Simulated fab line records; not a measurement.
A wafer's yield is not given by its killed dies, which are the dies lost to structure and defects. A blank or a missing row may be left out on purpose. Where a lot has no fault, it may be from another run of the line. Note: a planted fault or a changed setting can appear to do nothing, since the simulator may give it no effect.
What tool caused it? ; flow sky130 ; 11 lots with 33 wafers sampled at 6 steps, on a route of 708 steps

## WHAT EACH GAUGE READ, for each wafer
SKY_PWDE_OVL_MEAS_07.
lot;measured;on;PWDE_OVL (nm)
L690;day 3 21:34;overlay-01;1.0 -0.8 0.2
L692;day 4 11:11;overlay-02;-0.8 -1.2 -2.1
L695;day 5 03:11;overlay-02;- - -
L696;day 5 08:04;overlay-02;2.0 2.4 3.0
L705;day 7 08:23;overlay-02;1.9 1.7 2.1
L707;day 7 16:56;overlay-02;1.3 0.3 0.7
L708;day 7 23:55;overlay-02;1.7 1.1 1.8
L709;day 8 05:28;overlay-01;1.6 2.1 1.7
L710;day 8 13:13;overlay-01;0.6 -0.5 -0.4
L711;day 8 16:43;overlay-01;0.0 1.3 -0.6
L712;day 8 21:29;overlay-01;0.7 -1.2 0.1

SKY_PWDE_TW_MEAS_10.
lot;measured;on;PWDE_TW
L690;day 3 21:51;film metro-03;373.8 377.2 373.5
L692;day 4 11:28;film metro-03;371.5 373.9 370.2
L695;day 5 03:29;film metro-02;30.2 30.2 30.2 30.0 30.2 30.4
L696;day 5 08:22;film metro-02;374.7 376.4 374.5
L705;day 7 08:40;film metro-03;376.2 376.4 375.8
L707;day 7 17:13;film metro-03;379.3 376.4 375.8
L708;day 8 00:12;film metro-02;379.0 379.5 376.1
L709;day 8 05:45;film metro-04;375.9 374.6 375.1
L710;day 8 13:31;film metro-02;378.5 378.8 377.6
L711;day 8 17:00;film metro-03;373.6 374.8 373.4
L712;day 8 21:46;film metro-03;374.0 374.0 373.3

SKY_NWELL_TW_MEAS_26.
lot;measured;on;NWELL_2_TW
L690;day 5 08:01;film metro-03;496.2 493.8 499.3
L692;day 5 22:34;film metro-02;498.4 498.8 500.5
L696;day 6 21:49;film metro-04;497.3 497.2 494.5
L705;day 9 01:23;film metro-02;502.5 500.2 500.3
L707;day 9 11:46;film metro-04;500.2 498.2 497.7
L708;day 9 19:01;film metro-02;500.9 499.2 499.4
L709;day 10 00:22;film metro-04;500.1 497.5 500.5
L710;day 10 08:16;film metro-04;503.1 499.7 499.9
L711;day 10 12:04;film metro-02;504.5 502.9 501.2
L712;day 10 17:07;film metro-03;497.9 495.6 496.0

SKY_NWELL_RS_MEAS_31: measures by four-point-probe.
lot;measured;on;PWDE_RS (ohm/sq)
L690;day 5 08:28;film metro-03;5268 5300 5278
L692;day 5 23:02;film metro-04;5274 5273 5279
L696;day 6 22:16;film metro-02;5283 5270 5283
L705;day 9 01:50;film metro-03;5282 5276 5291
L707;day 9 12:17;film metro-02;5262 5239 5250
L708;day 9 19:28;film metro-04;5257 5253 5254
L709;day 10 00:49;film metro-02;5285 5270 5268
L710;day 10 08:43;film metro-03;5275 5295 5287
L711;day 10 12:31;film metro-04;5269 5266 5251
L712;day 10 17:35;film metro-02;5252 5274 5289

## EACH LOT AND THE TOOL THAT RAN IT (in order: tool; ch and the chambers of the sampled wafers; start)
lot;SKY_DNWELL_STRIP_08;SKY_PWDE_EXPOSE_04
L690;plasma asher-02 ch 0,1, day 3 06:14;iline stepper-02 ch 0, day 3 14:15
L692;plasma asher-02 ch 0,1, day 3 18:46;iline stepper-02 ch 0, day 4 02:44
L695;plasma asher-02 ch 0,1, day 4 09:45;iline stepper-01 ch 0, day 4 18:01
L696;plasma asher-01 ch 0,1, day 4 14:46;iline stepper-02 ch 0, day 4 23:35
L705;plasma asher-01 ch 0,1, day 6 12:49;iline stepper-01 ch 0, day 6 22:19
L707;plasma asher-01 ch 0,1, day 6 21:49;iline stepper-01 ch 0, day 7 08:10
L708;plasma asher-04 ch 0,1, day 7 03:55;iline stepper-01 ch 0, day 7 14:11
L709;plasma asher-01 ch 0,1, day 7 09:46;iline stepper-02 ch 0, day 7 19:41
L710;plasma asher-02 ch 0,1, day 7 16:34;iline stepper-01 ch 0, day 8 02:42
L711;plasma asher-04 ch 0, day 7 20:44;iline stepper-01 ch 0, day 8 06:47
L712;plasma asher-02 ch 0,1, day 7 23:56;iline stepper-01 ch 0, day 8 10:54
- SKY_DNWELL_STRIP_08: strips in O2/N2.
- SKY_PWDE_EXPOSE_04: exposes mask PWDEM, target cd 840 nm.

## AS READ BY THE TOOLS THEMSELVES (means over the sampled wafers that have a number; for cases with no such wafer, the mark the record gives instead)
SKY_DNWELL_STRIP_08.
lot;tool;drypump motor current A (A);oes product au (a.u.);strip time to endpoint s (s)
L690;plasma asher-02;5.7;0.726;37.04
L692;plasma asher-02;5.7;0.723;37.02
L695;plasma asher-02;6.0;0.728;36.97
L696;plasma asher-01;5.7;0.726;36.80
L705;plasma asher-01;5.8;0.725;36.95
L707;plasma asher-01;5.9;0.726;36.94
L708;plasma asher-04;5.5;0.726;36.85
L709;plasma asher-01;5.7;0.727;36.75
L710;plasma asher-02;5.6;0.724;36.89
L711;plasma asher-04;5.3;0.722;37.00
L712;plasma asher-02;5.7;0.720;36.84

SKY_PWDE_EXPOSE_04.
lot;tool;focus offset nm (nm)
L690;iline stepper-02;-0.5
L692;iline stepper-02;-0.3
L695;iline stepper-01;-0.6
L696;iline stepper-02;0.9
L705;iline stepper-01;1.0
L707;iline stepper-01;-0.2
L708;iline stepper-01;0.6
L709;iline stepper-02;-0.0
L710;iline stepper-01;0.3
L711;iline stepper-01;0.0
L712;iline stepper-01;0.2

## THE ANSWER, worked out from the rows above alone
Rule: what is usual is taken from the lots themselves. Put in order of their means at a reading, lots are off if they are a third of the lots or fewer, leave a main group of 4 or more, and stand apart from it by a gap of 3 or more times the standard deviation of the main group's means; of several such gaps the widest counts. If all means in a main group match to the digits the tables above print for the reading, that group is not used. Also off: a lot with no number at a reading for which 4 or more lots have one. Any other lot the step has rows for is counted as sound. The gauges are gone through in route order, then the tools' own readings, and for those a lot's mean is taken as printed above. The first step at which some lot is off is used, and at that step the reading that is off furthest; a lot without a number counts as furthest.
Off: L695, at SKY_PWDE_OVL_MEAS_07 (PWDE_OVL). Without a number there: L695. For the main group the mean is 0.7 nm and the standard deviation 1.1.
If a tool, at a process step before that reading, ran all the lots that are off and no sound lot after the first of them, it fits. Not tried: the gauges at SKY_PWDE_OVL_MEAS_07; whatever is off there is also off at SKY_PWDE_TW_MEAS_10, on other tools, and gauge error can't account for it. Of those tried, none fits.

## WHAT HAD BEEN PUT IN BY THE SIMULATOR
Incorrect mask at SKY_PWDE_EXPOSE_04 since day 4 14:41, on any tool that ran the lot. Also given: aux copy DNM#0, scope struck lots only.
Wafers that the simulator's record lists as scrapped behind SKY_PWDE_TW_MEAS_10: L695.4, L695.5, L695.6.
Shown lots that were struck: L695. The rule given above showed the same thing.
